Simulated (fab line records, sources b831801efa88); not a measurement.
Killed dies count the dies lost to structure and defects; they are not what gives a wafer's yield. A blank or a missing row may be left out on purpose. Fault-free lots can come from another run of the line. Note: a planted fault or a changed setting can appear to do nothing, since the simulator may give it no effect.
Which tool was responsible?    flow gf180mcu    11 lots, 33 wafers sampled, at 7 steps of a route of 602

WHAT THE GAUGES READ, wafer by wafer
GF_LVPWELL_OVL_MEAS_07.
lot   measured     on          LVPWELL_OVL (nm)
L582  day 4 04:43  overlay-02  -1.7 -0.2 -0.1
L585  day 4 22:22  overlay-02  -1.2 3.4 -0.8
L588  day 5 09:39  overlay-02  -1.0 -0.7 -0.6
L591  day 6 05:14  overlay-01  0.2 0.9 -0.8
L593  day 6 21:56  overlay-01  -0.3 1.5 -0.9
L595  day 7 03:22  overlay-01  2.4 1.5 0.4
L596  day 7 07:59  overlay-02  1.7 0.7 -0.2
L597  day 7 15:02  overlay-01  2.4 1.0 2.0
L598  day 7 20:06  overlay-01  -2.4 -2.3 -2.0
L601  day 8 13:00  overlay-02  1.0 -0.6 0.8
L604  day 9 08:17  overlay-02  -1.6 -0.7 -1.2

GF_VT_IMPLANT_RS_MEAS_49: measurement is done with a four-point probe.
lot   measured      on             MVPSD_RS (ohm/sq)
L582  day 7 22:21   film-metro-04  1170.7 1169.6 1174.9
L585  day 8 18:05   film-metro-03  1171.1 1173.6 1172.2
L588  day 9 10:17   film-metro-02  1163.2 1165.3 1165.2
L591  day 10 08:02  film-metro-02  1170.5 1167.8 1167.7
L593  day 11 03:46  film-metro-03  1170.2 1171.3 1175.8
L595  day 11 10:59  film-metro-03  1172.8 1168.7 1171.4
L596  day 11 17:26  film-metro-02  1168.0 1171.5 1167.4
L597  day 12 01:38  film-metro-03  1171.1 1174.9 1172.9
L598  day 12 07:33  film-metro-04  1169.1 1170.0 1170.4
L601  day 13 03:04  film-metro-02  1171.2 1165.6 1165.0
L604  day 14 02:51  film-metro-04  1168.4 1168.6 1167.9

GF_DUAL_GATE_OVL_MEAS_11.
lot   measured      on          DUAL_GATE_OVL (nm)
L582  day 8 16:39   overlay-02  -0.9 0.0 0.1
L585  day 9 13:40   overlay-02  -0.9 1.9 -0.2
L588  day 10 05:10  overlay-02  -1.1 -1.7 -2.0
L591  day 11 05:44  overlay-01  0.3 -1.1 -0.8
L593  day 12 01:56  overlay-01  -0.3 1.5 1.8
L595  day 12 07:30  overlay-01  1.0 1.1 0.8
L596  day 12 15:17  overlay-01  1.2 -0.4 -0.4
L597  day 12 23:56  overlay-01  0.7 3.1 1.8
L598  day 13 05:24  overlay-02  0.2 -0.1 -2.6
L601  day 14 03:27  overlay-02  1.9 0.8 1.7
L604  day 15 02:08  overlay-02  0.4 0.6 0.7

GF_NSD_TW_MEAS_12.
lot   measured      on             NSD_TW
L582  day 13 18:11  film-metro-04  4285 4311 4320
L585  day 14 23:02  film-metro-01  4235 4252 4240
L588  day 15 14:49  film-metro-03  4191 4194 4175
L591  day 16 19:59  film-metro-01  4257 4238 4206
L593  day 18 06:13  film-metro-04  3927 3923 3908
L595  day 18 01:15  film-metro-01  3866 3856 3852
L596  day 18 12:52  film-metro-03  4204 4203 4184
L597  day 19 00:26  film-metro-01  4268 4259 4274
L598  day 19 03:49  film-metro-03  4161 4156 4154
L601  day 20 11:05  film-metro-01  4257 4252 4237
L604  day 21 05:46  film-metro-03  4201 4187 4176

GF_PSD_RS_MEAS_14: measurement is done with a four-point probe.
lot   measured      on             NSD_RS (ohm/sq)
L582  day 14 15:23  film-metro-03  46.27 46.21 46.26
L585  day 15 20:29  film-metro-01  46.18 46.29 46.19
L588  day 16 13:10  film-metro-03  46.25 46.26 46.24
L591  day 17 19:44  film-metro-03  46.24 46.28 46.26
L593  day 19 06:27  film-metro-01  95.94 96.47 96.01
L595  day 19 01:34  film-metro-01  96.89 97.05 95.93
L596  day 19 13:30  film-metro-03  46.30 46.37 46.33
L597  day 20 01:13  film-metro-04  46.29 46.36 46.28
L598  day 20 04:10  film-metro-01  46.03 46.17 46.18
L601  day 21 10:56  film-metro-01  46.15 46.30 46.26
L604  day 22 05:22  film-metro-01  46.23 46.24 46.08

EACH LOT AND THE TOOL THAT RAN IT (in order: tool; ch and the chambers of the sampled wafers; start)
lot   GF_NSD_IMPLANT_09                GF_NSD_STRIP_11
L582  implanter-03 ch 0, day 13 17:49  plasma-asher-03 ch 0,1, day 13 18:06
L585  implanter-02 ch 0, day 14 22:38  plasma-asher-01 ch 0,1, day 14 22:56
L588  implanter-02 ch 0, day 15 14:26  plasma-asher-04 ch 0,1, day 15 14:43
L591  implanter-01 ch 0, day 16 19:35  plasma-asher-04 ch 0,1, day 16 19:53
L593  implanter-03 ch 0, day 18 05:49  plasma-asher-03 ch 0,1, day 18 06:07
L595  implanter-03 ch 0, day 18 00:52  plasma-asher-04 ch 0,1, day 18 01:08
L596  implanter-02 ch 0, day 18 12:28  plasma-asher-01 ch 0,1, day 18 12:46
L597  implanter-02 ch 0, day 19 00:04  plasma-asher-04 ch 0,1, day 19 00:20
L598  implanter-02 ch 0, day 19 03:26  plasma-asher-03 ch 0,1, day 19 03:43
L601  implanter-01 ch 0, day 20 10:43  plasma-asher-03 ch 0,1, day 20 10:59
L604  implanter-03 ch 0, day 21 05:23  plasma-asher-03 ch 0,1, day 21 05:40
- GF_NSD_IMPLANT_09
- GF_NSD_STRIP_11: strips in O2/N2.

AS READ BY THE TOOLS THEMSELVES (means over the sampled wafers that have a number; for cases with no such wafer, the mark the record gives instead)
GF_NSD_IMPLANT_09.
lot   tool          beam-on-s (s)  dose-ions-cm2  end-station-pressure-torr (Torr)  faraday-current-uA
L582  implanter-03  18.5           4e+15          1.30e-05                          11863
L585  implanter-02  19.0           4e+15          1.29e-05                          11521
L588  implanter-02  18.7           4e+15          1.32e-05                          11748
L591  implanter-01  16.5           4e+15          1.47e-05                          13202
L593  implanter-03  10.0           4e+14          6.63e-06                          2224
L595  implanter-03  10.0           4e+14          6.87e-06                          2227
L596  implanter-02  19.3           4e+15          1.26e-05                          11357
L597  implanter-02  19.0           4e+15          1.29e-05                          11585
L598  implanter-02  18.9           4e+15          1.27e-05                          11599
L601  implanter-01  16.7           4e+15          1.50e-05                          13066
L604  implanter-03  18.5           4e+15          1.30e-05                          11861

GF_NSD_STRIP_11.
lot   tool             drypump-motor-current-A (A)  heater-power-w (W)  oes-product-au (a.u.)  strip-time-to-endpoint-s (s)
L582  plasma-asher-03  6.0                          392                 0.488                  22.98
L585  plasma-asher-01  5.7                          340                 0.492                  22.96
L588  plasma-asher-04  5.5                          356                 0.485                  22.96
L591  plasma-asher-04  5.5                          362                 0.486                  22.95
L593  plasma-asher-03  6.1                          365                 0.601                  15.79
L595  plasma-asher-04  5.2                          350                 0.602                  15.72
L596  plasma-asher-01  5.7                          333                 0.484                  22.92
L597  plasma-asher-04  5.2                          346                 0.487                  22.94
L598  plasma-asher-03  6.0                          361                 0.487                  22.97
L601  plasma-asher-03  6.1                          388                 0.487                  22.93
L604  plasma-asher-03  6.0                          385                 0.482                  22.98

THE ANSWER, worked out from the rows above alone
Rule: the usual values come from the lots themselves. The widest of any qualifying gaps counts: lots, ordered by their means at a reading, are off when they make up no more than a third of the lots, leave a main group of 4 or more, and stand apart from it by 3 or more times the standard deviation of that group's means. The tables above print the reading to a certain number of digits; a main group whose means all agree to those digits is not used. Also off: a lot with no number at a reading for which 4 or more lots have one. All remaining lots with rows at the step are treated as sound. Order of review: gauges by route order, followed by the tools' own readings, for which a lot's mean as printed above is used. The first step at which some lot is off is used, and at that step the reading that is off furthest; a lot without a number counts as furthest.
Off: L593, L595, seen at GF_NSD_TW_MEAS_12 (NSD_TW). The main group: mean 4225, standard deviation 44.
A tool fits if, at a process step before that reading, it ran every lot that is off, and no sound lot after the first of them. Not tried: the gauges at GF_NSD_TW_MEAS_12; whatever is off there is also off at GF_NSD_IMPLANT_09, on other tools, and gauge error can't account for it. Of those tried, none fits.

WHAT THE SIMULATOR HAD PUT IN
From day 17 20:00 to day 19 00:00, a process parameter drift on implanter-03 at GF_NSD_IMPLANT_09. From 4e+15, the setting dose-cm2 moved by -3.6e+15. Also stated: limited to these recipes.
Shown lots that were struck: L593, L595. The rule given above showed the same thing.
